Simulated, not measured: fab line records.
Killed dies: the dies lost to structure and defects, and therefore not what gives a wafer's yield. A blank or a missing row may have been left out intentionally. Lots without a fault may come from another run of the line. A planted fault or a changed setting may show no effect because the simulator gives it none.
Matching of chambers :: flow sky130 :: SKY_PASSIVATION_CVD_00 on pecvd-01 has 3 sister chambers
The step deposits SiO2, target thk 90 nm. 6 wafers are shown with their chamber, then 10 later ones without.

== WAFERS WITH THEIR CHAMBER ==
wafer: L079.5
chamber: 0
heater-power-w (W): 609

wafer: L082.6
chamber: 2
heater-power-w (W): 670

wafer: L083.1
chamber: 0
heater-power-w (W): 533

wafer: L083.6
chamber: 1
heater-power-w (W): 566

wafer: L090.1
chamber: 2
heater-power-w (W): 519

wafer: L090.3
chamber: 1
heater-power-w (W): 608

== WAFERS WHOSE CHAMBER IS MISSING ==
wafer: L090.6
heater-power-w (W): 517

wafer: L092.2
heater-power-w (W): 548

wafer: L092.3
heater-power-w (W): 653

wafer: L092.5
heater-power-w (W): 529

wafer: L096.1
heater-power-w (W): 571

wafer: L096.4
heater-power-w (W): 565

wafer: L096.5
heater-power-w (W): 601

wafer: L097.1
heater-power-w (W): 540

wafer: L097.4
heater-power-w (W): 546

wafer: L097.6
heater-power-w (W): 651

== EACH ONE'S CHAMBER ==
wafer: L090.6
from the rows above: can't be placed: 0 or 1 or 2
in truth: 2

wafer: L092.2
from the rows above: can't be placed: 0 or 1 or 2
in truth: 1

wafer: L092.3
from the rows above: can't be placed: 2 or 1 or 0
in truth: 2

wafer: L092.5
from the rows above: can't be placed: 0 or 1 or 2
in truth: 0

wafer: L096.1
from the rows above: can't be placed: 0 or 1 or 2
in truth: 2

wafer: L096.4
from the rows above: can't be placed: 0 or 1 or 2
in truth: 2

wafer: L096.5
from the rows above: can't be placed: 2 or 1 or 0
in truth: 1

wafer: L097.1
from the rows above: can't be placed: 0 or 1 or 2
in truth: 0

wafer: L097.4
from the rows above: can't be placed: 0 or 1 or 2
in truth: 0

wafer: L097.6
from the rows above: can't be placed: 2 or 1 or 0
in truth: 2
0 of 10 placed correctly. Unplaceable from these rows: 10, with the true chamber sitting among the candidates in 10. Number placed wrongly: 0.
How it was worked out, from the rows above alone: a wafer's distance from a chamber is the root of the sum, over the readings, of the square of ((its reading less the chamber's mean) divided by the reading's scatter). If the next closest chamber is less than 2 further off than the closest, the wafer can't be placed; otherwise it belongs to the closest. Each chamber's mean is taken over the wafers shown for it. How the scatter is found: for the shown wafers, subtract from each reading the mean of its chamber, square and add these, divide the total by (wafers less chambers), then take the root.
